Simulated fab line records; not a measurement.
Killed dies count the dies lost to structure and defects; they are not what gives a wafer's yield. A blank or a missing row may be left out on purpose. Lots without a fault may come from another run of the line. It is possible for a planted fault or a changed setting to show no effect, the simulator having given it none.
fab line records	flow sky130
record lots=6	wafers=18	last_day=49
route steps=708 shown VT_ADJUST_HVTR@139 VT_ADJUST_PCH@143 PAD_OPEN@708
lots untouched by any fault: they come from a run of this same line in which no faults occurred
start_h: the number of hours between the record's first day and the start of the first shown wafer of the lot	wait_h: hours elapsed since this lot's preceding step	" the same as in the row above	L1.1+2: one row covering several wafers at once	- either no value or no given start	* or withheld: withheld	< > ~ a bound
route shown NAME@n: names a module that has steps shown in the file, with the first one's number in the route	usual: the fault-free wafers' mean and standard deviation	same: alike in all rows	chamber/n: place in a boat	sites: per-site readings	_std_site: how widely they spread, as a standard deviation	_edge_site: outer sites' mean less inner sites'	radius_mm: for every site, how far away it sits from the centre of the wafer	mask NAME#n: copy n	behind: the last tool/chamber to shape the wafer	hold: why the lot was held/for how many hours/how that ended	device: transistor that didn't switch, given as n, p or np	end of line: tests run on the same wafers once the route is complete	a step with no rows: only its recipe	killed: at the first sort, the dies lost to defects and structure; wafer yield is something else	map: shows each die of a wafer: x if killed, . if not, _ if none is there
set.NAME: the run value of the setting; set.NAME@STEP: its run value at that earlier step	model.NAME: the simulator's own value behind a step, which no gauge read
certain route steps with their lots: each step a table, each wafer a row
services: a tool's chamber out of use, with start hour (start_h, from the record's first day; less than 0 if before it), hours out, and reason
## steps
# step SKY_VT_ADJUST_HVTR_OVL_MEAS_08
# usual VT_ADJUST_HVTR_OVL=-0.3/1.5
lot.wafer	tool	chamber	start_h	wait_h	VT_ADJUST_HVTR_OVL[nm]
L577.1	overlay-02	-	212.53	10.6	-0.3
L577.5	"	-	"	"	0.8
L577.6	"	-	"	"	0.7
L582.1	overlay-02	-	235.14	0.1	-0.6
L582.2	"	-	"	"	-2.1
L582.6	"	-	"	"	-2.2
L584.2	overlay-01	-	260.61	0.1	0.0
L584.3	"	-	"	"	-2.2
L584.6	"	-	"	"	-0.8
L589.2	overlay-01	-	285.71	0.1	-2.3
L589.3	"	-	"	"	-3.1
L589.4	"	-	"	"	0.7
L592.3	overlay-01	-	310.71	0.1	-0.1
L592.4	"	-	"	"	2.0
L592.6	"	-	"	"	0.5
L593.1	overlay-01	-	327.20	0.1	-0.1
L593.5	"	-	"	"	0.8
L593.6	"	-	"	"	0.0
# step SKY_VT_ADJUST_HVTR_IMPLANT_09
# recipe species=B	energy_kev=10	dose_cm2=2.1e+12	tilt_deg=withheld
# step SKY_VT_ADJUST_HVTR_STRIP_10
# recipe chemistry=O2/N2	power_w=1400	pressure_mtorr=1500	platen_temp_c=withheld	o2_flow_sccm=3000	n2_flow_sccm=300	overash_fraction=0.5
# usual drypump_motor_current_A=5.9/0.46	oes_product_au=0.716/0.0047	strip_time_to_endpoint_s=14.20/0.04
lot.wafer	tool	chamber	start_h	wait_h	drypump_motor_current_A	oes_product_au	rf_hours_counter_h	strip_time_to_endpoint_s
L577.1	plasma_asher-04	1	212.99	0.1	5.7	0.721	38	14.13
L577.5	"	0	"	"	5.2	0.711	-	14.17
L577.6	"	1	"	"	5.7	0.713	-	14.07
L582.1	plasma_asher-04	1	235.32	0.1	5.7	0.721	41	14.16
L582.2	"	0	"	"	5.2	0.713	41	14.13
L582.6	"	0	"	"	5.2	0.708	-	14.17
L584.2	plasma_asher-01	0	260.79	0.1	5.7	0.710	14	14.17
L584.3	"	0	"	"	5.7	0.718	-	14.20
L584.6	"	1	"	"	6.1	0.711	-	14.23
L589.2	plasma_asher-04	1	285.89	0.1	5.7	0.717	46	14.20
L589.3	"	0	"	"	5.2	0.715	-	14.17
L589.4	"	1	"	"	5.7	0.720	-	14.23
L592.3	plasma_asher-01	1	310.92	0.1	6.1	0.710	-	14.26
L592.4	"	0	"	"	5.7	0.719	-	14.26
L592.6	"	0	"	"	5.7	0.719	-	14.26
L593.1	plasma_asher-02	0	327.39	0.1	6.3	0.713	66	14.16
L593.5	"	0	"	"	6.3	0.710	-	14.18
L593.6	"	1	"	"	6.5	0.714	-	14.20
# step SKY_VT_ADJUST_HVTR_TW_MEAS_11
# usual VT_ADJUST_HVTR_TW=210.0/2.3
lot.wafer	tool	chamber	start_h	wait_h	VT_ADJUST_HVTR_TW
L577.1	film_metro-01	-	213.09	0.1	210.6
L577.5	"	-	"	"	210.2
L577.6	"	-	"	"	211.2
L582.1	film_metro-04	-	235.42	0.1	209.3
L582.2	"	-	"	"	207.5
L582.6	"	-	"	"	207.1
L584.2	film_metro-04	-	260.90	0.1	208.2
L584.3	"	-	"	"	207.8
L584.6	"	-	"	"	207.8
L589.2	film_metro-02	-	286.00	0.1	213.2
L589.3	"	-	"	"	213.9
L589.4	"	-	"	"	213.8
L592.3	film_metro-04	-	311.01	0.1	209.6
L592.4	"	-	"	"	207.9
L592.6	"	-	"	"	208.2
L593.1	film_metro-02	-	327.49	0.1	214.2
L593.5	"	-	"	"	214.3
L593.6	"	-	"	"	213.0
# step SKY_VT_ADJUST_PCH_DEHYDRATE_00
# recipe temp_c=200	time_s=60
# step SKY_VT_ADJUST_PCH_HMDS_01
# recipe prime_time_s=60	prime_temp_c=120
# step SKY_VT_ADJUST_PCH_COAT_02
# recipe spin_rpm=2000	resist_thk_nm=3000
# step SKY_VT_ADJUST_PCH_SOFTBAKE_03
# recipe temp_c=110	time_s=withheld
# step SKY_VT_ADJUST_PCH_EXPOSE_04
# recipe mask_id=NWM	na=0.6	source_shape=conventional	sigma_outer=0.6	polarization=unpolarized	target_cd_nm=840	dose_mj=252.4
# step SKY_VT_ADJUST_PCH_PEB_05
# recipe temp_c=115	time_s=withheld
# step SKY_VT_ADJUST_PCH_DEVELOP_06
# recipe wall_angle_deg=90	developer=TMAH	develop_time_s=60	dev_temp_c=23
# step SKY_VT_ADJUST_PCH_OVL_MEAS_07
# usual VT_ADJUST_PCH_OVL=0.6/1.4
lot.wafer	tool	chamber	start_h	wait_h	VT_ADJUST_PCH_OVL[nm]
L577.1	overlay-01	-	230.89	-	-1.0
L577.5	"	-	"	"	-0.7
L577.6	"	-	"	"	-0.6
L582.1	overlay-01	-	258.32	-	-1.3
L582.2	"	-	"	"	-1.6
L582.6	"	-	"	"	0.1
L584.2	overlay-02	-	284.24	-	-0.7
L584.3	"	-	"	"	-0.2
L584.6	"	-	"	"	0.7
L589.2	overlay-02	-	310.74	-	-1.9
L589.3	"	-	"	"	-0.7
L589.4	"	-	"	"	-0.2
L592.3	overlay-02	-	337.84	-	1.9
L592.4	"	-	"	"	-0.3
L592.6	"	-	"	"	-0.3
L593.1	overlay-01	-	354.52	-	1.2
L593.5	"	-	"	"	-0.1
L593.6	"	-	"	"	1.4
# step SKY_VT_ADJUST_PCH_IMPLANT_08
# recipe species=B	energy_kev=10	dose_cm2=5e+11	tilt_deg=withheld
# usual beam_on_s=10.02/0.22	end_station_pressure_torr=5.03e-06/2.4e-07	faraday_current_uA=2.82/0.06
lot.wafer	tool	chamber	start_h	wait_h	beam_on_s	end_station_pressure_torr	faraday_current_uA
L577.1	implanter-02	0	230.92	0.0	9.65	5.29e-06	2.91
L577.5	"	0	"	"	10.20	5.06e-06	2.76
L577.6	"	0	"	"	10.42	5.22e-06	2.72
L582.1	implanter-01	0	258.35	0.0	10.18	4.67e-06	2.78
L582.2	"	0	"	"	9.91	5.15e-06	2.83
L582.6	"	0	"	"	10.17	4.91e-06	2.78
L584.2	implanter-03	0	284.30	0.0	10.07	5.25e-06	2.80
L584.3	"	0	"	"	9.78	4.92e-06	2.88
L584.6	"	0	"	"	9.90	5.14e-06	2.85
L589.2	implanter-03	0	310.80	0.0	10.19	5.11e-06	2.76
L589.3	"	0	"	"	10.15	5.04e-06	2.78
L589.4	"	0	"	"	10.07	4.86e-06	2.82
L592.3	implanter-03	0	337.92	0.1	12.28	9.937e-05	2.32
L592.4	"	0	"	"	12.55	0.00010217	2.28
L592.6	"	0	"	"	12.25	0.0001067	2.32
L593.1	implanter-03	0	354.55	0.0	12.47	0.00011005	2.28
L593.5	"	0	"	"	11.99	0.00010067	2.38
L593.6	"	0	"	"	12.66	0.00010069	2.24
# step SKY_VT_ADJUST_PCH_STRIP_09
# recipe chemistry=O2/N2	power_w=1400	pressure_mtorr=1500	platen_temp_c=withheld	o2_flow_sccm=3000	n2_flow_sccm=300	overash_fraction=0.5
# usual drypump_motor_current_A=5.53/0.3	oes_product_au=0.723/0.005	strip_time_to_endpoint_s=36.95/0.11
lot.wafer	tool	chamber	start_h	wait_h	drypump_motor_current_A	oes_product_au	rf_hours_counter_h	strip_time_to_endpoint_s
L577.1	plasma_asher-01	0	231.07	0.1	5.75	0.723	11	37.08
L577.5	"	1	"	"	6.09	0.717	-	37.01
L577.6	"	0	"	"	5.73	0.725	-	36.92
L582.1	plasma_asher-03	1	258.50	0.1	5.72	0.727	55	36.99
L582.2	"	0	"	"	5.19	0.729	55	36.92
L582.6	"	0	"	"	5.18	0.725	-	36.88
L584.2	plasma_asher-03	0	284.42	0.1	5.19	0.722	58	37.03
L584.3	"	0	"	"	5.18	0.726	-	37.07
L584.6	"	1	"	"	5.72	0.725	-	36.98
L589.2	plasma_asher-03	0	310.92	0.1	5.22	0.728	61	36.99
L589.3	"	1	"	"	5.72	0.717	-	37.01
L589.4	"	0	"	"	5.20	0.729	-	37.02
L592.3	plasma_asher-03	1	338.05	0.1	5.71	0.714	-	36.92
L592.4	"	0	"	"	5.21	0.732	-	36.93
L592.6	"	1	"	"	5.72	0.719	-	36.79
L593.1	plasma_asher-03	0	354.70	0.1	5.20	0.716	66	36.98
L593.5	"	0	"	"	5.20	0.724	-	37.03
L593.6	"	1	"	"	5.71	0.726	-	36.98
# step SKY_VT_ADJUST_PCH_TW_MEAS_10
# usual VT_ADJUST_PCH_TW=142.3/1.7
lot.wafer	tool	chamber	start_h	wait_h	hold	VT_ADJUST_PCH_TW
L577.1	film_metro-04	-	231.17	0.1	-	140.4
L577.5	"	-	"	"	-	140.2
L577.6	"	-	"	"	-	140.0
L582.1	film_metro-03	-	258.60	0.1	-	144.2
L582.2	"	-	"	"	-	144.1
L582.6	"	-	"	"	-	144.4
L584.2	film_metro-02	-	284.53	0.1	-	143.6
L584.3	"	-	"	"	-	143.4
L584.6	"	-	"	"	-	143.7
L589.2	film_metro-02	-	311.03	0.1	-	143.6
L589.3	"	-	"	"	-	142.4
L589.4	"	-	"	"	-	144.1
L592.3	film_metro-02	-	338.14	0.1	await_dispo/0.2h/release	151.7
L592.4	"	-	"	"	await_dispo/0.2h/release	153.1
L592.6	"	-	"	"	await_dispo/0.2h/release	152.1
L592.3	film_metro-02	-	338.36	0.2	-	152.3
L592.4	"	-	"	"	-	152.0
L592.6	"	-	"	"	-	152.5
L593.1	film_metro-04	-	354.80	0.1	-	148.5
L593.5	"	-	"	"	-	148.5
L593.6	"	-	"	"	-	147.2
# step SKY_PAD_OPEN_PROBE_99
# usual killed_at_M0_to_M3=43/6.3	killed_at_M4_up=3.3/1.7	killed_at_contacts=24/5.4	killed_at_front_end=16/4.6	killed_at_other=0.4/0.7	killed_dies=87/9.4	killed_open=47/6.9	killed_short=39/6.1
# same gross_dies=492	killed_at_back_side=0
lot.wafer	tool	chamber	start_h	wait_h	killed_at_M0_to_M3	killed_at_M4_up	killed_at_contacts	killed_at_front_end	killed_at_other	killed_dies	killed_open	killed_short
L577.1	prober-01	-	1083.65	0.1	44	4	21	15	0	84	50	34
L577.5	prober-01	-	1083.85	0.2	38	3	12	16	0	69	44	25
L577.6	prober-01	-	1083.90	0.2	49	8	22	21	0	100	51	49
L584.2	prober-01	-	1124.49	0.1	35	7	15	22	0	79	41	38
L584.3	prober-01	-	1124.54	0.2	53	1	32	11	0	97	47	49
L584.6	prober-01	-	1124.69	0.2	48	3	29	22	0	102	50	51
L589.2	prober-01	-	1144.33	0.1	39	3	25	26	0	93	57	36
L589.3	prober-01	-	1144.38	0.2	56	3	11	9	0	79	41	38
L589.4	prober-01	-	1144.43	0.2	49	3	21	24	1	98	56	42
L592.3	prober-02	-	1159.55	0.2	43	3	17	24	1	88	53	35
L592.4	prober-02	-	1159.60	0.2	42	2	33	12	0	89	46	43
L592.6	prober-02	-	1159.70	0.2	59	3	25	19	0	106	65	41
# killed by level:class
L577.1 VIA1:geometric_particle:open=11 CONTACT:geometric_particle:open=8 VIA2:geometric_particle:open=8 VIA3:geometric_particle:open=6 METAL1:geometric_particle:short=6 FIELD_ISO:geometric_particle:short=5 FIELD_ISO:geometric_particle:open=5 VIA1:geometric_particle:short=4
L577.5 VIA1:geometric_particle:open=12 FIELD_ISO:geometric_particle:open=7 VIA2:geometric_particle:open=5 VIA3:geometric_particle:open=5 CONTACT:geometric_particle:short=4 CONTACT:geometric_particle:open=4 METAL1:geometric_particle:short=4 VIA3:geometric_particle:short=3
L577.6 VIA1:geometric_particle:open=13 FIELD_ISO:geometric_particle:short=8 FIELD_ISO:geometric_particle:open=7 LI_CONTACT:geometric_particle:short=7 METAL3:geometric_particle:short=6 VIA3:geometric_particle:open=6 CONTACT:geometric_particle:open=5 LI_CONTACT:geometric_particle:open=4
L584.2 VIA1:geometric_particle:open=10 LI_CONTACT:geometric_particle:open=5 METAL1:geometric_particle:short=5 FIELD_ISO:geometric_particle:open=4 FIELD_ISO:geometric_particle:short=4 POLY_GATE:geometric_particle:short=4 VIA2:geometric_particle:open=4 CONTACT:geometric_particle:short=4
L584.3 VIA2:geometric_particle:open=13 CONTACT:geometric_particle:open=10 METAL2:geometric_particle:short=10 VIA1:geometric_particle:open=8 LI_CONTACT:geometric_particle:open=7 CONTACT:geometric_particle:short=7 VIA1:geometric_particle:short=6 FIELD_ISO:geometric_particle:short=4
L584.6 VIA1:geometric_particle:open=12 CONTACT:geometric_particle:open=9 LI_CONTACT:geometric_particle:open=8 CONTACT:geometric_particle:short=7 FIELD_ISO:geometric_particle:open=6 METAL1:geometric_particle:short=6 METAL2:geometric_particle:short=6 VIA1:geometric_particle:short=5
L589.2 VIA1:geometric_particle:open=12 CONTACT:geometric_particle:open=11 FIELD_ISO:geometric_particle:open=7 POLY_GATE:geometric_particle:open=7 POLY_GATE:geometric_particle:short=6 METAL1:geometric_particle:short=6 LI_CONTACT:geometric_particle:open=6 VIA3:geometric_particle:open=5
L589.3 VIA1:geometric_particle:open=15 METAL1:geometric_particle:short=9 VIA1:geometric_particle:short=6 VIA3:geometric_particle:open=6 VIA2:geometric_particle:open=5 FIELD_ISO:geometric_particle:open=4 CONTACT:geometric_particle:open=4 VIA2:geometric_particle:short=4
L589.4 VIA1:geometric_particle:open=16 CONTACT:geometric_particle:open=10 POLY_GATE:geometric_particle:open=7 VIA1:geometric_particle:short=7 POLY_GATE:geometric_particle:short=6 VIA3:geometric_particle:open=6 METAL1:geometric_particle:short=5 FIELD_ISO:geometric_particle:open=4
L592.3 CONTACT:geometric_particle:open=9 METAL2:geometric_particle:short=7 VIA2:geometric_particle:open=7 VIA3:geometric_particle:open=7 LI_CONTACT:geometric_particle:open=6 VIA1:geometric_particle:open=6 FIELD_ISO:geometric_particle:open=5 POLY_GATE:geometric_particle:open=5
L592.4 VIA2:geometric_particle:open=11 CONTACT:geometric_particle:short=9 LI_CONTACT:geometric_particle:open=8 VIA1:geometric_particle:open=8 METAL2:geometric_particle:short=8 CONTACT:geometric_particle:open=6 LI_CONTACT:geometric_particle:short=5 METAL1:geometric_particle:short=5
L592.6 CONTACT:geometric_particle:open=15 METAL2:geometric_particle:short=10 VIA1:geometric_particle:open=9 VIA3:geometric_particle:open=8 METAL1:geometric_particle:short=6 VIA2:geometric_particle:open=6 VIA2:geometric_particle:short=6 FIELD_ISO:geometric_particle:open=4
## services
tool	chamber	start_h	hours	kind
implanter-03	-	197.17	1.8	repair
implanter-03	-	208.88	1.8	repair
implanter-01	-	236.77	1.3	repair
implanter-03	-	255.38	1.4	repair
plasma_asher-01	-	280.96	28.1	pm
implanter-01	-	323.61	6.0	repair
implanter-01	-	327.48	5.4	repair
implanter-01	-	340.56	3.1	pm
plasma_asher-01	-	354.10	7.1	repair
## key
first_sign step=SKY_VT_ADJUST_PCH_IMPLANT_08	reading=end_station_pressure_torr	direction=up	sigmas=99+	usual=5.03e-06	struck=0.00010328
effect step=SKY_VT_ADJUST_PCH_IMPLANT_08	reading=beam_on_s	direction=up	sigmas=11	usual=10.02	struck=12.37
effect step=SKY_VT_ADJUST_PCH_TW_MEAS_10	reading=visit	direction=added
met_at SKY_VT_ADJUST_PCH_IMPLANT_08
struck_wafers L592.3,L592.4,L592.6,L593.1,L593.5,L593.6
tester_left_out L592,L593
onset_between 310.80 337.92
fault kind=process_parameter_drift	tool=implanter-03	chamber=-	onset_h=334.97	steps=SKY_VT_ADJUST_PCH_IMPLANT_08	channel=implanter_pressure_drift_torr	offset=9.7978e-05	shape=step	end_h=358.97
fault kind=process_parameter_drift	tool=implanter-03	chamber=-	onset_h=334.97	steps=SKY_VT_ADJUST_PCH_IMPLANT_08	channel=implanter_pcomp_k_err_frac	offset=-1	shape=step	end_h=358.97
# tester_left_out: of these lots the tester's yield and bins aren't shown, on N5 and GAA mostly nor the transistor test; their killed dies are dies lost to structure and defects alone, not to doping, threshold or leakage, so they don't give the yield
